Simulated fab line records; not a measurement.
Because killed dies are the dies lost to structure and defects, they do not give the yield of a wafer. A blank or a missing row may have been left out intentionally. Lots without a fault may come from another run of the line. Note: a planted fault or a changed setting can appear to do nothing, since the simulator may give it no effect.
The same fault as seen by 2 desks :: flow gf180mcu :: numbers are kept per desk, each desk with only its own; the story behind them comes last

FOR THE TOOL OWNER'S DESK: plasma_asher-02
The tool's own readings at GF_HV_LDD_STRIP_10 (strips in O2/N2): means of the sampled wafers that have a number, for each lot that ran on this tool. Any lot whose mean is over 4 standard deviations away from the usual mean is out of limits and marked OUT; that distance is given in the brackets.
Columns: A = drypump_motor_current_A at GF_HV_LDD_STRIP_10, usual 5.75 A; B = heater_power_w at GF_HV_LDD_STRIP_10, usual 326 W; C = oes_product_au at GF_HV_LDD_STRIP_10, usual 0.716 a.u.; D = strip_time_to_endpoint_s at GF_HV_LDD_STRIP_10, usual 12.63 s
lot: L743
first seen here: day 10 21:16
A: 5.74
B: 343
C: 0.720
D: 12.67

lot: L745
first seen here: day 11 19:01
A: 5.74
B: 336
C: 0.855 (+32) OUT
D: -

lot: L757
first seen here: day 15 08:55
A: 5.74
B: 351
C: 0.716
D: 12.66

lot: L759
first seen here: day 15 21:42
A: 5.74
B: 334
C: 0.714
D: 12.59

lot: L762
first seen here: day 17 01:22
A: 5.73
B: 339
C: 0.714
D: 12.65
Finding of this desk: L745 out of limits; the first was L745 at day 11 19:01, on oes_product_au at GF_HV_LDD_STRIP_10. Within limits: L743, L757, L759, L762.

METROLOGY DESK
Lot by lot, what the gauges showed, no matter which tool ran the lot: averages of those sampled wafers that carry a number. Any lot whose mean is over 4 standard deviations away from the usual mean is out of limits and marked OUT; that distance is given in the brackets.
Columns: A = STI_CVD_03_THK at GF_STI_THK_MEAS_04, usual 207.4 nm; B = VT_IMPLANT_3_TW at GF_VT_IMPLANT_TW_MEAS_32, usual 267.2
lot: L743
first seen here: day 1 23:34
A: 208.6
B: 266.0

lot: L745
first seen here: day 2 09:34
A: 209.4
B: 265.6

lot: L747
first seen here: day 2 19:47
A: 206.9
B: 266.6

lot: L750
first seen here: day 3 10:34
A: 208.0
B: 267.2

lot: L751
first seen here: day 3 15:39
A: 207.4
B: 267.3

lot: L753
first seen here: day 4 01:34
A: 204.9
B: 265.1

lot: L757
first seen here: day 4 21:34
A: 203.4
B: 267.8

lot: L759
first seen here: day 5 08:46
A: 207.9
B: 268.4

lot: L760
first seen here: day 5 16:52
A: 209.7
B: 266.1

lot: L761
first seen here: day 5 20:49
A: 205.3
B: 269.2

lot: L762
first seen here: day 6 01:13
A: 207.0
B: 266.1

lot: L763
first seen here: day 6 04:00
A: 209.1
B: 265.7

lot: L764
first seen here: day 6 08:35
A: 204.4
B: 265.2
Finding of this desk: none of the 13 lots has anything out of limits.

TAKEN TOGETHER
The tool owner's desk had the chance to raise an alarm at day 11 19:01 on L745.
Metrology desk: nothing out of limits seen.
The metrology desk holds a record of L745, inside its limits.
Every lot named ran GF_HV_LDD_STRIP_10 on plasma_asher-02.

WHAT HAD BEEN PUT IN BY THE SIMULATOR
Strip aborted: plasma_asher-02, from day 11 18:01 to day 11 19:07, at GF_HV_LDD_STRIP_10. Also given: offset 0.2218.
Shown lots that were struck: L745.
Hours from the fault's start to each desk's first reading out of limits: the tool owner's desk, 1.
